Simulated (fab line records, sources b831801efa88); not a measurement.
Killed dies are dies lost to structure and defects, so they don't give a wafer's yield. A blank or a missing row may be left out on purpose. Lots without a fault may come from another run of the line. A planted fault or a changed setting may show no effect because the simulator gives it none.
Chamber matching | flow gf180mcu | GF_MIM_CVD_05 on pecvd-02: 3 sister chambers
The step deposits Si3N4, target thk 42 nm, time 29.086 s. 6 wafers are shown with their chamber, then 7 later ones without.

WAFERS WITH THEIR CHAMBER
wafer  | chamber | heater_power_w (W)
L087.3 | 1       | 533
L090.2 | 0       | 863
L090.4 | 0       | 869
L090.6 | 2       | 722
L091.1 | 1       | 431
L091.5 | 2       | 785

WAFERS WITHOUT THEIR CHAMBER
wafer  | heater_power_w (W)
L091.6 | 423
L092.3 | 463
L092.4 | 772
L092.5 | 766
L093.2 | 497
L093.4 | 727
L093.6 | 495

WHICH CHAMBER EACH WENT THROUGH
wafer  | from the rows above     | in truth
L091.6 | 1                       | 1
L092.3 | 1                       | 1
L092.4 | can't be placed: 2 or 0 | 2
L092.5 | can't be placed: 2 or 0 | 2
L093.2 | 1                       | 1
L093.4 | 2                       | 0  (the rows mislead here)
L093.6 | 1                       | 1
Placed correctly: 4 of 7. Can't be placed from these rows: 2 (the true chamber is among the candidates in 2). Placed wrongly: 1.
How it was worked out, from the rows above alone: a wafer's distance from a chamber is the root of the sum, over the readings, of the square of ((its reading less the chamber's mean) divided by the reading's scatter). The wafer belongs to the nearest chamber; if the next one is less than 2 further off, it can't be placed. A chamber's mean is the mean of its shown wafers. The scatter: the root of (the sum of the squares of (reading less its chamber's mean) over the shown wafers, divided by (wafers less chambers)).
